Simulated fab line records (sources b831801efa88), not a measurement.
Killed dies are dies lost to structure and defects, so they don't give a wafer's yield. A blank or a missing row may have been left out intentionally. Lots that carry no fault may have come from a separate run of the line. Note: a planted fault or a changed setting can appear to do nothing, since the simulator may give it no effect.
One fault seen from 2 desks | flow gf180mcu | every desk sees just its own numbers, and what lay behind them comes last

THE METROLOGY DESK
What the gauges read, lot by lot, whatever tool the lot ran on: means of the sampled wafers that have a number. If a lot's mean is further than 4 standard deviations from the usual mean, the lot is out of limits and carries the mark OUT (the distance appears in the brackets).
Columns: A = V2_W_RS at GF_V2_RS_MEAS_24, usual 0.327 ohm/sq
lot  | first seen here | A
L614 | day 20 04:32    | 0.328
L615 | day 20 15:52    | 0.329
L617 | day 21 15:56    | 0.323
L618 | day 22 00:19    | 0.333
L620 | day 22 14:53    | 0.327
L621 | day 23 01:14    | 0.330
L622 | day 23 09:46    | 0.328
L623 | day 23 16:05    | 0.328
L624 | day 24 03:40    | 0.326
L629 | day 25 17:34    | 0.329
L630 | day 26 00:38    | 0.325
L631 | day 26 08:50    | 0.322
L633 | day 26 20:44    | 0.329
L632 | day 26 21:13    | 0.323
Finding of this desk: none of the 14 lots has anything out of limits.

TOOL OWNER'S DESK, cvdW-02
The tool's own readings at GF_V2_CVD_23 (deposits W, target thk 350 nm, time 104.94 s): means of the sampled wafers that have a number, for each lot that ran on this tool. If a lot's mean is further than 4 standard deviations from the usual mean, the lot is out of limits and carries the mark OUT (the distance appears in the brackets).
Columns: A = chamberPressureTorr at GF_V2_CVD_23, usual 40.00 Torr; B = heaterPowerW at GF_V2_CVD_23, usual 929 W
lot  | first seen here | A               | B
L615 | day 20 15:43    | 39.91           | 920
L617 | day 21 15:49    | 40.00           | 928
L624 | day 24 03:33    | 39.97           | 928
L630 | day 26 00:30    | 39.99           | 888
L631 | day 26 08:43    | 41.03 (+12) OUT | 913
L632 | day 26 21:00    | 41.52 (+18) OUT | 966
Finding of this desk: L631, L632 out of limits; the first was L631 at day 26 08:43, on chamberPressureTorr at GF_V2_CVD_23. Within limits: L615, L617, L624, L630.

ALL TOGETHER
On L631, L632, at day 26 08:43, an alarm was possible from the tool owner's desk.
At the metrology desk, nothing out of limits was observed.
The metrology desk holds a record of L631, L632, inside its limits.
Every lot named ran GF_V2_CVD_23 on cvdW-02.

WHAT THE SIMULATOR HAD INSERTED
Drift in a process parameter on cvdW-02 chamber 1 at GF_V2_CVD_23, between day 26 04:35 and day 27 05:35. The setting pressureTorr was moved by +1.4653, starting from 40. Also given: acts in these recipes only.
Shown lots that were struck: L631, L632.
Hours from the fault's start to each desk's first reading out of limits: the tool owner's desk, 4.
